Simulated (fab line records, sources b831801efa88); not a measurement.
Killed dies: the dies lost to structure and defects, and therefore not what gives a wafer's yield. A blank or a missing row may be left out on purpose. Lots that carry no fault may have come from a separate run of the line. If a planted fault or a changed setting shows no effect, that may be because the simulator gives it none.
Struck lot and sound lot, side by side -- flow gf180mcu -- 16 steps out of a route of 602
Sound: these wafers, L691.1, L691.2, L691.5. Struck: wafer L685.5 (L685.3, L685.4, from the same lot, were not struck and are left out); the cause is given at the end.
Per side, at each step with rows, come the tool, then ch with its chambers, and then its first start. Under that, the readings that differ: sound wafers -- struck wafers -- difference of the means -- sigmas: that difference in standard deviations of wafers without a fault.
alike: words and numbers the same on both sides, and readings whose means are apart by under 2 such deviations; not compared: readings that were withheld, readings missing a value for some wafer, numbers with overlapping values and no deviation given by the record, and bounds like >300 which may hide the same value.
The two part at a step that has a row with sigmas, a row that says differs or no value, or rows on one side only. Non-overlapping numbers with no deviation appear without sigmas and do not part them. A reading missing from all wafers of one side parts the sides only when that side holds two or more wafers.

GF_STI_BOW_MEAS_00:
  sound on filmMetro-01, day 5 09:00; struck on filmMetro-02, day 4 03:02
  alike: INCOMING_BOW
then, 1 step without rows for these wafers: GF_STI_OXIDATION_01 (stabilise 600 s, purge 300 s, target thk 10 nm).
GF_STI_THK_MEAS_02:
  sound on filmMetro-04, day 5 10:31; struck on filmMetro-01, day 4 05:07
  alike: STI_OXIDATION_THK
then, 1 step without rows for these wafers: GF_STI_CVD_03 (deposits Si3N4 from DCS/NH3, target thk 207.16 nm, time 3551 s).
GF_STI_THK_MEAS_04:
  sound on filmMetro-04, day 5 12:34; struck on filmMetro-01, day 4 07:10
  alike: STI_CVD_03_THK
then, 6 steps without rows for these wafers: GF_STI_DEHYDRATE_05 (time 60 s); GF_STI_HMDS_06 (prime time 60 s); GF_STI_COAT_07 (resist thk 700 nm); GF_STI_SOFTBAKE_08 (time 60 s); GF_STI_EXPOSE_09 (exposes mask COMP, target cd 220 nm); GF_STI_PEB_10 (peb time 90 s).
GF_STI_DEVELOP_11: develop time 60 s.
  sound on lithoTrack-03 ch 0, day 6 03:04; struck on lithoTrack-01 ch 0, day 4 20:19
GF_STI_CD_MEAS_12 targets a cd of 220 nm.
  sound on cdSem-01, day 6 03:13; struck on cdSem-01, day 4 20:27
  alike: cdNm
GF_STI_ETCH_13: etches the open film in CHF3/O2, stops on Si, target depth 282.31 nm, time 112.9 s.
  sound on rieDiel-01 ch 1,2,3, day 6 03:20; struck on rieDiel-01 ch 3, day 4 20:32
  alike: chf3FlowSccm, drypumpMotorCurrentA, oesProductAu, throttleValvePct
  not compared: rfHoursCounterH, model.STI.cdNm
GF_STI_ETCH_14: etches Si in HBr/Cl2/O2, target depth 360 nm, time 102.9 s.
  sound on rieSi-02 ch 0,2, day 6 03:25; struck on rieSi-02 ch 0, day 4 20:37
  alike: drypumpMotorCurrentA, oesProductAu, throttleValvePct
  not compared: rfHoursCounterH
GF_PASSIVATION_PROBE_99:
  rows exist in the record for the sound wafers here (prober-02, day 34 04:41), none for the struck ones

## WHERE THEY PART
GF_PASSIVATION_PROBE_99 only, going by this record.

WHY: whatever the simulator had introduced
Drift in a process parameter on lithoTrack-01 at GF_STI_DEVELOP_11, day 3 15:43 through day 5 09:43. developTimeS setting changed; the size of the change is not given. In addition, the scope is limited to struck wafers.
